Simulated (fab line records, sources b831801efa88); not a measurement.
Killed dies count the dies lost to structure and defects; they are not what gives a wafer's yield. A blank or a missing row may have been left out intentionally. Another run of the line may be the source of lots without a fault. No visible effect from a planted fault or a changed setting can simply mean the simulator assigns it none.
The tool behind it: which one? -- flow sky130 -- 12 lots, 36 wafers sampled, at 2 steps of a route of 708

WHAT EACH GAUGE READ, for each wafer
SKY_METAL5_RS_MEAS_05: a four-point-probe measurement. Usual: METAL5_ALCU_RS typically reads 0.02694 ohm/sq, with standard deviation 0.00025.
lot,measured,on,METAL5_ALCU_RS (ohm/sq),flag
L781,day 43 11:20,film_metro-03,0.02696 0.02662 0.02691,
L782,day 44 00:55,film_metro-04,0.02722 0.02717 0.02689,
L784,day 44 23:28,film_metro-03,0.02676 0.02699 0.02684,
L785,day 44 23:43,film_metro-03,0.0269 0.02688 0.02714,
L787,day 44 23:55,film_metro-04,0.02697 0.02693 0.02703,
L786,day 45 02:39,film_metro-04,0.02654 0.02641 0.02667,
L788,day 45 07:04,film_metro-04,0.02735 0.02731 0.02735,
L793,day 46 11:08,film_metro-02,0.02721 0.02707 0.02678,
L795,day 46 20:04,film_metro-03,0.02672 0.0267 0.02676,
L797,day 47 05:47,film_metro-04,0.02668 0.02678 0.02661,
L798,day 48 00:41,film_metro-04,0.02695 0.02695 0.02696,
L799,day 48 04:52,film_metro-04,0.02722 0.02754 0.02773,

TOOL THAT RAN EACH LOT (tool first, then ch and the chambers of the sampled wafers, then the start)
lot,SKY_VIA3_SPUTTER_20
L781,"pvd_sputter-03, day 40 09:17"
L782,"pvd_sputter-03, day 40 22:59"
L784,"pvd_sputter-03, day 41 22:38"
L785,"pvd_sputter-02, day 41 23:44"
L787,"pvd_sputter-01, day 42 01:18"
L786,"pvd_sputter-02, day 42 02:15"
L788,"pvd_sputter-03, day 42 07:05"
L793,"pvd_sputter-03, day 43 15:08"
L795,"pvd_sputter-03, day 43 22:51"
L797,"pvd_sputter-03, day 44 11:51"
L798,"pvd_sputter-01, day 45 05:19"
L799,"pvd_sputter-03, day 45 09:47"
- SKY_VIA3_SPUTTER_20: material TiN, target thk 20 nm, time 80 s.

WHAT THE TOOLS THEMSELVES READ (means of the sampled wafers that have a number; where no wafer has one, the mark that the record gives instead)
SKY_VIA3_SPUTTER_20. Usual: throttle_valve_pct at 29.5 %, with a standard deviation of 0.82.
lot,tool,throttle_valve_pct (%),flag
L781,pvd_sputter-03,29.7,
L782,pvd_sputter-03,29.6,
L784,pvd_sputter-03,28.9,
L785,pvd_sputter-02,30.9,
L787,pvd_sputter-01,29.0,
L786,pvd_sputter-02,31.1,
L788,pvd_sputter-03,29.3,
L793,pvd_sputter-03,29.2,
L795,pvd_sputter-03,28.9,
L797,pvd_sputter-03,29.3,
L798,pvd_sputter-01,29.2,
L799,pvd_sputter-03,29.7,

THE ANSWER, worked out from the rows above alone
Rule: take the mean of a lot's wafers that have a number; if it is more than 3 standard deviations from the usual mean, the lot is off. Also off: a lot with no number at a reading for which 4 or more lots have one. Where the step has rows for the other lots, those lots are counted as sound. First the gauges in route order, then the tools' own readings, where a lot's mean is used as printed above. The first step at which some lot is off is used, and at that step the reading that is off furthest; a lot without a number counts as furthest.
No lot is off at any reading shown: from this, nothing can be told.

WHAT WAS PUT IN BY THE SIMULATOR
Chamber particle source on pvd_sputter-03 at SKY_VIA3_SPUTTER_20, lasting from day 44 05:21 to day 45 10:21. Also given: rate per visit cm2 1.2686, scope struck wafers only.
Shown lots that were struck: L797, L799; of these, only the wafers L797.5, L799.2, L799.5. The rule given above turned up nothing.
